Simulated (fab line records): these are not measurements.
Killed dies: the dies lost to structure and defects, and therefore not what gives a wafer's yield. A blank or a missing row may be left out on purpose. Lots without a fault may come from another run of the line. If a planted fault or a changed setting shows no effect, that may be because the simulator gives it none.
Code-filled problem report in 8D (eight disciplines) form | flow sky130 | the parts of the form that need people (team, actions taken, sign-off) are left out

== 1. WHAT IS WRONG ==
Wafers without a fault read 44, standard deviation 7.4; killed_at_M0_to_M3 at SKY_PAD_OPEN_PROBE_99 reads a mean of 90 on 6 wafers belonging to 2 lots. That puts it +6.2 standard deviations away from the usual mean.
The first sign was on wafer L720.1 at day 50 12:01, on prober-01. The record has a number at this step for 36 wafers belonging to 12 lots. Rule for "out" (also "out of limits"): further than 4 standard deviations from the usual mean. The other wafers with a number count as sound.

== 2. WHAT THIS IS AND IS NOT ==
question                    | is                                       | is not
which readings at this step | killed_at_M0_to_M3, sort_bin_3_pad_short | killed_at_M4_up, killed_at_contacts, killed_at_front_end, killed_at_other, killed_short, sort_bin_6_memory
which lots                  | L720, L721                               | L700, L701, L702, L703, L704, L706, L714, L717, L719, L723
which wafers of those lots  | all that have a number                   | -
read on which tools         | prober-01, prober-02                     | -
when                        | from day 50 12:01                        | up to then (27 sound wafers); but 3 sound wafers of L723 came after

== 3. SUSPECTS, AND WHAT RULES EACH OUT ==
Counting: a tool at any process step up to the reading remains a suspect when it ran all the lots that are out and ran no sound lot after the first of those.
- cvd_w-01 at SKY_VIA2_CVD_21 (deposits W, target thk 420 nm, time 126.4 s): kept. It ran every lot that is out, first L720 (day 42 11:08), and no sound lot after that; its last sound lot up to then is L717 (day 41 16:10).
Remaining after the count: cvd_w-01 at SKY_VIA2_CVD_21.

== 4. THE CAUSE (what the simulator had put in) ==
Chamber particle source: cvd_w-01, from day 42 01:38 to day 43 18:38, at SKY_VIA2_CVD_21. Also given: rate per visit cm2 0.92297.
The count eliminated every tool but this one.

== 5. SEQUENCE OF EFFECTS, ordered by route ==
Each row: a reading whose mean over the struck wafers that have a number lies more than 3 standard deviations from the usual. Only readings whose record carries a usual standard deviation are examined. hours: median over the lots of the time between each lot's start at the first step of this table that gives one and its start at this step. sigmas: the change, counted in usual standard deviations.
hours | step                  | reading              | usual  | on struck wafers | change | sigmas
0     | SKY_PAD_OPEN_PROBE_99 | defect_limited_yield | 82.3 % | 74.0             | -8.3   | -4.4
0     | SKY_PAD_OPEN_PROBE_99 | killed_at_M0_to_M3   | 44     | 90               | +46    | +6.2
0     | SKY_PAD_OPEN_PROBE_99 | killed_dies          | 87     | 128              | +41    | +4.3
0     | SKY_PAD_OPEN_PROBE_99 | sort_bin_3_pad_short | 0.9 %  | 3.0              | +2.1   | +4.7
0     | SKY_PAD_OPEN_PROBE_99 | sort_bin_5_function  | 10.5 % | 17.2             | +6.7   | +4.5
0     | SKY_PAD_OPEN_PROBE_99 | sort_n_pass          | 405    | 364              | -41    | -4.3
0     | SKY_PAD_OPEN_PROBE_99 | sort_yield_pct       | 82.3 % | 74.0             | -8.3   | -4.4
Process steps it contains:
- SKY_PAD_OPEN_PROBE_99

== 6. HOW IT WOULD HAVE BEEN CAUGHT EARLIER ==
The fault began at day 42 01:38; the first out-of-limits reading in this record came at day 50 12:01, 202 hours later.
An alarm limit of 4 standard deviations would not have fired on the tool readings at SKY_VIA2_CVD_21 for which the record gives a usual standard deviation, since none of them was out on any struck wafer.
Lots out: 2; all had begun SKY_VIA2_CVD_21 on cvd_w-01 by day 50 12:01. None of them would have been spared by holding the tool at that moment.
